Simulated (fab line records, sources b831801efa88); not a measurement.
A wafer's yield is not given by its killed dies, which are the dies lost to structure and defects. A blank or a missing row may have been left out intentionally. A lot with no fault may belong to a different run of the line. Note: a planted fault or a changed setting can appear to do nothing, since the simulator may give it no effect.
Check for tools in common	flow sky130	Sampled: 13 lots, 39 wafers

THE REASON FOR OPENING IT
At SKY_VT_ADJUST_NCORE_CD_MEAS_07 the reading cd nm is flagged on 2 of 13 lots. Fault-free wafers read 379.5 nm, with a standard deviation of 2.
Rule: flag the lot when none of its wafers has a number, or when each of its wafers that has one lies beyond 4 standard deviations from that mean. All remaining lots are regarded as sound.

lot	measured	on	cd nm (nm), wafer by wafer	flag
L740	day 8 09:48	cd sem-02	378.3 377.9 374.3	
L741	day 8 23:49	cd sem-02	382.3 380.9 379.7	
L743	day 9 08:09	cd sem-02	377.7 379.1 378.4	
L744	day 9 20:24	cd sem-01	381.8 378.8 381.1	
L745	day 10 03:15	cd sem-02	379.0 380.6 378.8	
L747	day 10 18:14	cd sem-01	380.8 379.5 380.8	
L748	day 11 00:53	cd sem-02	382.3 383.4 382.8	
L750	day 11 10:58	cd sem-02	390.0 390.5 388.3	FLAGGED
L751	day 11 19:05	cd sem-02	394.1 393.3 392.1	FLAGGED
L759	day 14 03:53	cd sem-02	375.7 376.6 378.6	
L761	day 14 16:59	cd sem-02	382.3 379.8 379.8	
L762	day 14 22:59	cd sem-01	378.6 380.3 379.7	
L763	day 15 22:08	cd sem-01	376.8 374.7 376.5	
The numbers of the flagged lots are 391.4 nm on average: +11.9 nm against the usual, or +6 standard deviations.

LOT BY LOT: THE TOOL USED
The record holds 2 process steps before the reading, out of a route of 708 steps. In each cell: the tool, then ch and the chambers that the sampled wafers went through, then the start.
lot	flag	SKY_NWELL_RTA_28	SKY_VT_ADJUST_NCORE_DEVELOP_06
L740		rtp anneal-02 ch 0, day 5 04:55	litho track-01 ch 0, day 8 09:40
L741		rtp anneal-02 ch 0, day 5 16:12	litho track-02 ch 0, day 8 23:40
L743		rtp anneal-02 ch 0, day 6 00:39	litho track-03 ch 0, day 9 08:01
L744		rtp anneal-01 ch 0, day 6 10:03	litho track-02 ch 0, day 9 20:15
L745		rtp anneal-02 ch 0, day 6 16:31	litho track-03 ch 0, day 10 03:07
L747		rtp anneal-01 ch 0, day 7 03:40	litho track-02 ch 0, day 10 18:06
L748		rtp anneal-02 ch 0, day 7 10:57	litho track-01 ch 0, day 11 00:46
L750	FLAGGED	rtp anneal-02 ch 0, day 7 18:55	litho track-01 ch 0, day 11 10:50
L751	FLAGGED	rtp anneal-01 ch 0, day 8 02:27	litho track-01 ch 0, day 11 18:56
L759		rtp anneal-02 ch 0, day 10 03:56	litho track-03 ch 0, day 14 03:41
L761		rtp anneal-02 ch 0, day 10 14:49	litho track-01 ch 0, day 14 16:50
L762		rtp anneal-02 ch 0, day 10 19:38	litho track-03 ch 0, day 14 22:50
L763		rtp anneal-02 ch 0, day 11 14:56	litho track-01 ch 0, day 15 21:59
What is done by these steps:
- SKY_NWELL_RTA_28: time 30 s.
- SKY_VT_ADJUST_NCORE_DEVELOP_06: develop time 60 s.
- SKY_VT_ADJUST_NCORE_CD_MEAS_07: target cd 380 nm.

FLAGGED AGAINST TOTAL, ONE TOOL AT A TIME (gauges that did the reading follow at the end)
step	tool	lots run	flagged	share of the flagged lots	sound lots run after its first flagged lot
SKY_NWELL_RTA_28	rtp anneal-01	3	1	some	0
SKY_NWELL_RTA_28	rtp anneal-02	10	1	some	4 (L759,L761,L762,L763)
SKY_VT_ADJUST_NCORE_DEVELOP_06	litho track-01	6	2	all	2 (L761,L763)
SKY_VT_ADJUST_NCORE_DEVELOP_06	litho track-02	3	0	none	-
SKY_VT_ADJUST_NCORE_DEVELOP_06	litho track-03	4	0	none	-
SKY_VT_ADJUST_NCORE_CD_MEAS_07	cd sem-01	4	0	none	-
SKY_VT_ADJUST_NCORE_CD_MEAS_07	cd sem-02	9	2	all	2 (L759,L761)

WHAT THE TABLE PERMITS
litho track-01 at SKY_VT_ADJUST_NCORE_DEVELOP_06 and cd sem-02 at SKY_VT_ADJUST_NCORE_CD_MEAS_07 are the 2 rows of the table that ran each flagged lot.
- litho track-01 at SKY_VT_ADJUST_NCORE_DEVELOP_06 ran 6 lots, 2 of them flagged. Sound lots followed the first flagged one (L761, L763) on it, something a lasting fault affecting the whole tool could not allow.
- cd sem-02 at SKY_VT_ADJUST_NCORE_CD_MEAS_07 ran 9 lots, 2 of them flagged. Sound lots followed the first flagged one (L759, L761) on it, something a lasting fault affecting the whole tool could not allow.
No row of the table ran every flagged lot and no sound lot after the first.

WHAT HAD BEEN PUT IN BY THE SIMULATOR
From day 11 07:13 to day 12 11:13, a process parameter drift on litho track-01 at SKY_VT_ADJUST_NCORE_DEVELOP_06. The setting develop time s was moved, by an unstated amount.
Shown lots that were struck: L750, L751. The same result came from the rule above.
